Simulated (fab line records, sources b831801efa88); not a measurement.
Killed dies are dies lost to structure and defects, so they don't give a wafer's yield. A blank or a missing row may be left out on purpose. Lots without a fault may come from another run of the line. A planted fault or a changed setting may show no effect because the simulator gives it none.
Which tool did it? | flow sky130 | 14 lots, 42 wafers sampled, at 2 steps of a route of 708

WHAT THE GAUGES READ, wafer by wafer
SKY_CONTACT_RS_MEAS_25: measures by four-point-probe. Usual: CONTACT_W_RS 0.335 ohm/sq, standard deviation 0.0049.
lot  | measured     | on            | CONTACT_W_RS (ohm/sq) | flag
L739 | day 33 00:52 | film_metro-01 | 0.331 0.330 0.330     |
L740 | day 33 02:35 | film_metro-02 | 0.327 0.343 0.326     |
L741 | day 33 03:15 | film_metro-02 | 0.334 0.328 0.330     |
L742 | day 34 00:31 | film_metro-02 | 0.340 0.336 0.340     |
L744 | day 34 07:50 | film_metro-02 | 0.336 0.333 0.336     |
L745 | day 34 10:04 | film_metro-02 | 0.335 0.329 0.331     |
L746 | day 34 23:19 | film_metro-02 | 0.333 0.330 0.336     |
L749 | day 35 13:03 | film_metro-04 | 0.341 0.329 0.342     |
L750 | day 35 20:56 | film_metro-01 | 0.343 0.333 0.335     |
L752 | day 36 21:12 | film_metro-01 | 0.331 0.334 0.335     |
L753 | day 37 01:29 | film_metro-02 | 0.336 0.338 0.336     |
L755 | day 37 18:39 | film_metro-01 | 0.336 0.338 0.341     |
L758 | day 38 08:02 | film_metro-01 | 0.338 0.332 0.338     |
L759 | day 38 20:30 | film_metro-04 | 0.341 0.337 0.329     |

SKY_VIA1_THK_MEAS_01. Usual: VIA1_HDPCVD_THK 1032 nm, standard deviation 8.2.
lot  | measured     | on            | VIA1_HDPCVD_THK (nm) | flag
L739 | day 34 05:44 | film_metro-03 | 1016 1028 1023       |
L740 | day 34 06:59 | film_metro-03 | 1022 1023 1023       |
L741 | day 34 07:35 | film_metro-01 | 1034 1023 1028       |
L742 | day 35 04:59 | film_metro-03 | 1033 1035 1028       |
L744 | day 35 12:10 | film_metro-01 | 1032 1032 1038       |
L745 | day 35 13:41 | film_metro-01 | 1036 1049 1030       |
L746 | day 36 02:45 | film_metro-01 | 1042 1031 1045       |
L749 | day 36 16:53 | film_metro-03 | 1036 1028 1035       |
L750 | day 36 23:36 | film_metro-04 | 1039 1031 1030       |
L752 | day 38 00:14 | film_metro-01 | 1031 1033 1029       |
L753 | day 38 04:54 | film_metro-04 | 1043 1032 1013       |
L755 | day 38 22:11 | film_metro-03 | 1023 1041 1044       |
L758 | day 39 10:42 | film_metro-01 | 1042 1033 1039       |
L759 | day 39 22:31 | film_metro-03 | 1018 1019 1010       |

WHICH TOOL RAN EACH LOT (tool, then ch and the chambers of the sampled wafers, then the start)
The record holds no process step before these readings.

WHAT THE TOOLS THEMSELVES READ (means of the sampled wafers that have a number; where no wafer has one, the mark that the record gives instead)
The record holds no such reading with a usual standard deviation.

THE ANSWER, worked out from the rows above alone
Rule: a lot is off if the mean of its wafers that have a number lies more than 3 standard deviations from the usual mean. A lot without any number at a reading at which 4 lots or more have one is off too. The other lots that the step has rows for count as sound. The gauges are gone through in route order, then the tools' own readings, and for those a lot's mean is taken as printed above. The first step at which some lot is off is used, and at that step the reading that is off furthest; a lot without a number counts as furthest.
No lot is off at any reading shown: from this, nothing can be told.

WHAT THE SIMULATOR HAD PUT IN
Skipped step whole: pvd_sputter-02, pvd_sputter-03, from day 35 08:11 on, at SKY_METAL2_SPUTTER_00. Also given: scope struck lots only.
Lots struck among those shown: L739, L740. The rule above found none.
